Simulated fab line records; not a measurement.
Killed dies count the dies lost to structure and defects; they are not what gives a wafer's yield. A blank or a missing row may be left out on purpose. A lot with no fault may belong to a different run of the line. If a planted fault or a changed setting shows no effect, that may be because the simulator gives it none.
fab line records    flow sky130
record: lots: 5  wafers: 15  last_day: 49
route steps=708 shown PAD_OPEN@696
lots with no fault: from the same line, run without faults
start_h: the number of hours between the record's first day and the start of the first shown wafer of the lot    wait_h: hours from the lot's prior step to this one    " the same as in the row above    L1.1+2: a single row standing in for several wafers    - no value, or no start was given    * or withheld: withheld    < > ~ a bound
route shown NAME@n: NAME is a module with steps in the file, n the number in the route of the first one    usual: average and standard deviation across the fault-free wafers    same: alike in all rows    chamber/n: place in a boat    sites: readings site by site    _std_site: standard deviation of those values    _edge_site: outer sites' mean less inner sites'    radius_mm: for every site, how far away it sits from the centre of the wafer    mask NAME#n: copy n    behind: the tool/chamber that last shaped the wafer    hold: the reason the lot was held/the length of the hold in hours/how it ended    device: names the non-switching transistor (n, p or np)    end of line: the route-end tests of the same wafers    a step given without rows: its recipe and nothing more    killed: the dies lost at the first sort to structure and to defects; this is not the yield of the wafer    map: the dies of a wafer, with x for killed, . for not killed, _ for no die there
set.NAME: the setting that was run; set.NAME@STEP: the one run at that earlier step    model.NAME: the simulator's own value behind a step, which no gauge read
lots at some steps of the route; a table a step, a row a wafer
services: from which hour (start_h, from the record's first day; less than 0 if before it) a tool's chamber was out of use, for how many hours, and why
== steps ==
step: SKY_PAD_OPEN_COAT_02
recipe: spin_rpm: 2000  resist_thk_nm: 3000
lot.wafer   tool            chamber  start_h  wait_h
L079.2+3+6  litho_track-02  0        1106.78  0.1
L080.2+4+6  litho_track-01  0        1130.58  0.1
L084.1+2+4  litho_track-02  0        1153.75  0.1
L085.1+2+4  litho_track-01  0        1154.80  0.1
L089.1+2+4  litho_track-03  0        1157.00  0.1
step: SKY_PAD_OPEN_SOFTBAKE_03
recipe: temp_c: 110  time_s: withheld
lot.wafer   tool            chamber  start_h  wait_h
L079.2+3+6  litho_track-02  0        1106.94  0.1
L080.2+4+6  litho_track-01  0        1130.74  0.1
L084.1+2+4  litho_track-02  0        1153.90  0.1
L085.1+2+4  litho_track-01  0        1154.95  0.1
L089.1+2+4  litho_track-03  0        1157.15  0.1
step: SKY_PAD_OPEN_EXPOSE_04
recipe: mask_id: PDM  target_cd_nm: 60000  na: 0.57  dose_mj: 260
lot.wafer   tool              chamber  start_h  wait_h  mask
L079.2+3+6  iline_stepper-02  0        -        -       PDM#0
L080.2+4+6  iline_stepper-02  0        -        -       PDM#0
L084.1+2+4  iline_stepper-02  0        -        -       PDM#0
L085.1+2+4  iline_stepper-02  0        -        -       PDM#0
L089.1+2+4  iline_stepper-01  0        -        -       PDM#0
step: SKY_PAD_OPEN_PEB_05
recipe: temp_c: 115  time_s: withheld
lot.wafer   tool            chamber  start_h  wait_h
L079.2+3+6  litho_track-02  0        -        -
L080.2+4+6  litho_track-01  0        -        -
L084.1+2+4  litho_track-01  0        -        -
L085.1+2+4  litho_track-01  0        -        -
L089.1+2+4  litho_track-03  0        -        -
step: SKY_PAD_OPEN_DEVELOP_06
recipe: develop_time_s: 60  dev_temp_c: 23
lot.wafer   tool            chamber  start_h  wait_h
L079.2+3+6  litho_track-02  0        -        -
L080.2+4+6  litho_track-01  0        -        -
L084.1+2+4  litho_track-01  0        -        -
L085.1+2+4  litho_track-01  0        -        -
L089.1+2+4  litho_track-03  0        -        -
step: SKY_PAD_OPEN_ETCH_07
recipe: chemistry: CF4/O2  target_depth_nm: 725  stop_on: AlCu  source_w: 800  bias_w: 150  pressure_mtorr: 150  cf4_flow_sccm: 80  O2_flow_sccm: 10  time_s: 161.1
usual: bias_w: 150.0/0.43  drypump_motor_current_A: 5.6/0.47  oes_product_au: 0.978/0.0075  throttle_valve_pct: 5.965/0.0088
lot.wafer  tool         chamber  start_h  wait_h  bias_w  drypump_motor_current_A  oes_product_au  rf_hours_counter_h  throttle_valve_pct
L079.2     rie_diel-04  1        1116.05  -       149.4   5.7                      0.971           16                  5.968
L079.3     "            3        "        "       150.6   5.5                      0.984           15                  5.969
L079.6     "            0        "        "       149.6   5.2                      0.978           -                   5.974
L080.2     rie_diel-04  2        1139.80  -       149.8   5.9                      0.972           32                  5.956
L080.4     "            0        "        "       150.1   5.2                      0.969           27                  5.972
L080.6     "            3        "        "       150.8   5.5                      0.982           -                   5.964
L084.1     rie_diel-01  0        1162.70  -       149.2   6.6                      0.988           23                  5.984
L084.2     "            1        "        "       149.5   5.3                      0.968           17                  5.953
L084.4     "            3        "        "       150.0   5.4                      0.989           20                  5.964
L085.1     rie_diel-03  0        1164.50  -       150.5   5.8                      0.982           15                  5.961
L085.2     "            3        "        "       150.1   5.6                      0.983           10                  5.967
L085.4     "            1        "        "       150.2   6.2                      0.985           16                  5.975
L089.1     rie_diel-01  0        1167.10  -       149.3   6.6                      0.976           23                  5.967
L089.2     "            2        "        "       150.0   5.5                      0.972           18                  5.977
L089.4     "            1        "        "       149.9   5.3                      0.993           17                  5.968
step: SKY_PAD_OPEN_STRIP_08
recipe: chemistry: O2/N2  power_w: 1400  pressure_mtorr: 1500  platen_temp_c: withheld  overash_fraction: 0.7  o2_flow_sccm: 3000  n2_flow_sccm: 300
usual: drypump_motor_current_A: 5.6/0.51  oes_product_au: 0.663/0.0044  strip_time_to_endpoint_s: 37.08/0.11
lot.wafer  tool             chamber  start_h  wait_h  drypump_motor_current_A  oes_product_au  rf_hours_counter_h  strip_time_to_endpoint_s
L079.2     plasma_asher-01  0        1116.16  0.1     5.2                      0.666           69                  36.95
L079.3     "                1        "        "       6.2                      0.659           -                   36.87
L079.6     "                1        "        "       6.2                      0.668           -                   36.87
L080.2     plasma_asher-02  1        1139.91  0.1     5.9                      0.658           97                  37.20
L080.4     "                1        "        "       5.9                      0.663           -                   37.20
L080.6     "                1        "        "       5.9                      0.661           -                   37.19
L084.1     plasma_asher-04  1        1162.81  0.1     6.0                      0.661           42                  36.97
L084.2     "                0        "        "       5.2                      0.670           42                  36.96
L084.4     "                1        "        "       6.0                      0.662           -                   36.99
L085.1     plasma_asher-01  1        1164.61  0.1     6.2                      0.662           73                  37.03
L085.2     "                0        "        "       5.3                      0.659           73                  36.96
L085.4     "                0        "        "       5.3                      0.660           -                   36.97
L089.1     plasma_asher-02  1        1167.20  0.1     5.9                      0.666           99                  37.36
L089.2     "                0        "        "       4.8                      0.658           99                  37.28
L089.4     "                1        "        "       5.9                      0.668           -                   37.27
step: SKY_PAD_OPEN_STRIP_09
recipe: chemistry: post_etch_residue_remover  time_s: 1200  temp_c: 72.5
lot.wafer   tool          chamber  start_h  wait_h
L079.2+3+6  wet_bench-01  1        1116.26  0.1
L080.2+4+6  wet_bench-03  0        1140.01  0.1
L084.1+2+4  wet_bench-03  2        1162.91  0.1
L085.1+2+4  wet_bench-03  1        1164.71  0.1
L089.1+2+4  wet_bench-02  2        1167.30  0.1
step: SKY_PAD_OPEN_CLEAN_10
recipe: chemistry: IPA  time_s: 180  temp_c: 25
lot.wafer   tool          chamber  start_h  wait_h
L079.2+3+6  wet_bench-02  0        1116.60  0.0
L080.2+4+6  wet_bench-02  1        1140.35  0.0
L084.1+2+4  wet_bench-01  3        1163.25  0.0
L085.1+2+4  wet_bench-01  1        1165.05  0.0
L089.1+2+4  wet_bench-01  3        1167.64  0.0
step: SKY_PAD_OPEN_CLEAN_11
recipe: chemistry: O3/DIW  dry: n2_spin
lot.wafer   tool          chamber  start_h  wait_h
L079.2+3+6  wet_bench-01  3        1116.66  0.0
L080.2+4+6  wet_bench-03  2        1140.41  0.0
L084.1+2+4  wet_bench-03  2        1163.31  0.0
L085.1+2+4  wet_bench-02  2        1165.11  0.0
L089.1+2+4  wet_bench-02  0        1167.71  0.0
step: SKY_PAD_OPEN_ANNEAL_12
recipe: temp_c: 400  time_s: withheld  ambient: N2/H2  idle_temp_c: 300  ramp_up_c_per_min: 8  ramp_down_c_per_min: 4
usual: spike_tc_centre_C: 401.6/1.1
lot.wafer  tool        chamber  start_h  wait_h  spike_tc_centre_C
L079.2     furnace-01  0        1116.75  0.0     401.3
L079.3     "           0        "        "       401.9
L079.6     "           0        "        "       402.3
L080.2     furnace-02  0        1140.50  0.0     403.4
L080.4     "           0        "        "       401.4
L080.6     "           0        "        "       401.4
L084.1     furnace-01  0        1163.40  0.0     402.9
L084.2     "           0        "        "       401.2
L084.4     "           0        "        "       400.9
L085.1     furnace-02  0        1165.21  0.0     400.0
L085.2     "           0        "        "       401.5
L085.4     "           0        "        "       401.1
L089.1     furnace-02  0        1167.80  0.0     402.3
L089.2     "           0        "        "       400.4
L089.4     "           0        "        "       401.0
step: SKY_PAD_OPEN_BOW_MEAS_13
recipe: mode: bow
usual: PAD_OPEN_BOW: 48/9.6
lot.wafer  tool           chamber  start_h  wait_h  PAD_OPEN_BOW[um]
L079.2     film_metro-04  -        1118.27  -       45
L079.3     "              -        "        "       51
L079.6     "              -        "        "       41
L080.2     film_metro-02  -        1142.02  -       41
L080.4     "              -        "        "       52
L080.6     "              -        "        "       58
L084.1     film_metro-04  -        1164.90  -       49
L084.2     "              -        "        "       39
L084.4     "              -        "        "       46
L085.1     film_metro-04  -        1166.71  -       54
L085.2     "              -        "        "       59
L085.4     "              -        "        "       47
L089.1     film_metro-02  -        1169.30  -       60
L089.2     "              -        "        "       51
L089.4     "              -        "        "       49
== services ==
tool              chamber  start_h  hours  kind
iline_stepper-01  -        1095.32  8.4    repair
wet_bench-01      -        1097.97  2.3    repair
litho_track-01    -        1100.31  -      consumable_replace:filter
furnace-02        -        1107.54  3.1    pm
plasma_asher-04   -        1113.01  6.8    repair
wet_bench-03      -        1114.22  4.3    repair
iline_stepper-02  -        1119.99  1.7    pm
rie_diel-01       2        1123.57  5.7    repair
furnace-01        -        1133.58  4.4    pm
furnace-01        -        1137.94  5.3    pm
rie_diel-04       2        1139.91  -      clean
rie_diel-04       2        1139.91  -      consumable_replace:focus_ring
rie_diel-04       2        1139.91  18.5   scheduled_down
rie_diel-04       2        1139.91  18.5   vent_cycle
iline_stepper-01  -        1146.23  6.3    repair
iline_stepper-02  0        1157.07  -      calibration
furnace-01        -        1159.17  3.3    pm
wet_bench-03      -        1159.43  1.0    repair
litho_track-01    -        1159.56  -      consumable_replace:filter
rie_diel-03       -        1161.69  2.8    pm
== key ==
fault none
